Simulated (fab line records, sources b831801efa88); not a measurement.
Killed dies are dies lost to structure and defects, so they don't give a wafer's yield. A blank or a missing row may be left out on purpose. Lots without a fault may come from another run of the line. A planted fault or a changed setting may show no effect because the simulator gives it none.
Which tool did it? | flow sky130 | 12 lots, 36 wafers sampled, at 1 step of a route of 708

WHAT THE GAUGES READ, wafer by wafer
SKY_NWELL_THK_MEAS_02.
lot  | measured    | on            | NWELL_OXIDATION_THK (nm)
L075 | day 2 23:22 | film_metro-04 | 10.36 10.22 10.35
L077 | day 3 06:17 | film_metro-03 | 10.14 10.16 10.14
L079 | day 3 15:31 | film_metro-03 | 10.02 10.17 10.12
L080 | day 4 02:43 | film_metro-03 | 10.14 10.46 10.07
L083 | day 4 12:34 | film_metro-01 | 10.17 10.09 10.04
L085 | day 4 23:46 | film_metro-04 | 10.19 10.27 10.16
L087 | day 5 08:34 | film_metro-01 | 9.97 10.04 9.92
L089 | day 5 19:28 | film_metro-03 | 9.80 9.82 9.75
L091 | day 6 04:56 | film_metro-04 | 10.37 9.96 9.99
L093 | day 6 15:23 | film_metro-01 | 9.79 9.82 9.88
L095 | day 7 05:14 | film_metro-04 | 9.68 9.89 9.61
L097 | day 7 15:04 | film_metro-04 | 10.21 10.50 10.38

WHICH TOOL RAN EACH LOT (tool, then ch and the chambers of the sampled wafers, then the start)
The record holds no process step before these readings.

THE ANSWER, worked out from the rows above alone
Rule: what is usual is taken from the lots themselves. Put in order of their means at a reading, lots are off if they are a third of the lots or fewer, leave a main group of 4 or more, and stand apart from it by a gap of 3 or more times the standard deviation of the main group's means; of several such gaps the widest counts. A main group whose means are all the same, to the digits that the tables above print for the reading, isn't used. A lot without any number at a reading at which 4 lots or more have one is off too. The other lots that the step has rows for count as sound.
No lot is off at any reading shown: from this, nothing can be told.

WHAT THE SIMULATOR HAD PUT IN
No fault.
